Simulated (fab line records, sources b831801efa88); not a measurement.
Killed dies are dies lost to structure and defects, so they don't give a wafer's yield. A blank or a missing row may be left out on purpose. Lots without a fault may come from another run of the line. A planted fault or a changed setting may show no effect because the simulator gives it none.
Which tool did it? | flow sky130 | 11 lots, 33 wafers sampled, at 2 steps of a route of 708

WHAT THE GAUGES READ, wafer by wafer
SKY_FIELD_ISO_THK_MEAS_02.
lot  | measured    | on            | FIELD_ISO_OXIDATION_00_THK (nm)
L979 | day 1 17:27 | film_metro-03 | 11.94 11.77 11.80
L980 | day 1 21:38 | film_metro-04 | 12.11 12.10 12.26
L981 | day 2 02:38 | film_metro-04 | 12.28 12.20 12.28
L984 | day 2 19:44 | film_metro-03 | 12.56 12.62 12.47
L985 | day 2 22:48 | film_metro-03 | 12.00 12.14 11.99
L993 | day 4 14:38 | film_metro-03 | 18.84 18.80 18.85
L994 | day 4 19:38 | film_metro-04 | 18.98 18.93 18.78
L996 | day 5 05:38 | film_metro-03 | 12.22 12.05 12.17
L997 | day 5 10:38 | film_metro-02 | 12.31 12.05 12.22
L999 | day 5 23:06 | film_metro-03 | 11.82 11.94 12.06
L100 | day 6 03:33 | film_metro-04 | 11.85 12.03 11.88

WHICH TOOL RAN EACH LOT (tool, then ch and the chambers of the sampled wafers, then the start)
lot  | SKY_FIELD_ISO_OXIDATION_01
L979 | furnace-02 ch 0, day 1 15:56
L980 | furnace-01 ch 0, day 1 20:07
L981 | furnace-02 ch 0, day 2 01:07
L984 | furnace-02 ch 0, day 2 18:13
L985 | furnace-01 ch 0, day 2 21:16
L993 | furnace-01 ch 0, day 4 13:07
L994 | furnace-01 ch 0, day 4 18:07
L996 | furnace-02 ch 0, day 5 04:07
L997 | furnace-02 ch 0, day 5 09:07
L999 | furnace-02 ch 0, day 5 21:35
L100 | furnace-02 ch 0, day 6 02:01
- SKY_FIELD_ISO_OXIDATION_01: stabilise 600 s, purge 300 s, target thk 12 nm.

THE ANSWER, worked out from the rows above alone
Rule: what is usual is taken from the lots themselves. Put in order of their means at a reading, lots are off if they are a third of the lots or fewer, leave a main group of 4 or more, and stand apart from it by a gap of 3 or more times the standard deviation of the main group's means; of several such gaps the widest counts. A main group whose means are all the same, to the digits that the tables above print for the reading, isn't used. A lot without any number at a reading at which 4 lots or more have one is off too. The other lots that the step has rows for count as sound.
Off: L993, L994, at SKY_FIELD_ISO_THK_MEAS_02 (FIELD_ISO_OXIDATION_00_THK). The main group: mean 12.12 nm, standard deviation 0.2.
A tool fits if, at a process step before that reading, it ran every lot that is off, and no sound lot after the first of them. The gauges at SKY_FIELD_ISO_THK_MEAS_02 are tried like those tools. One fits: furnace-01 at SKY_FIELD_ISO_OXIDATION_01. Its last sound lot is L985 (day 2 21:16), its first lot that is off L993 (day 4 13:07): a fault that began between those two fits.

WHAT THE SIMULATOR HAD PUT IN
Process parameter drift: furnace-01, from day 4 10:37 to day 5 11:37, at SKY_FIELD_ISO_OXIDATION_01. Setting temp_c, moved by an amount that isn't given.
Lots struck among those shown: L993, L994. The rule above found the same.
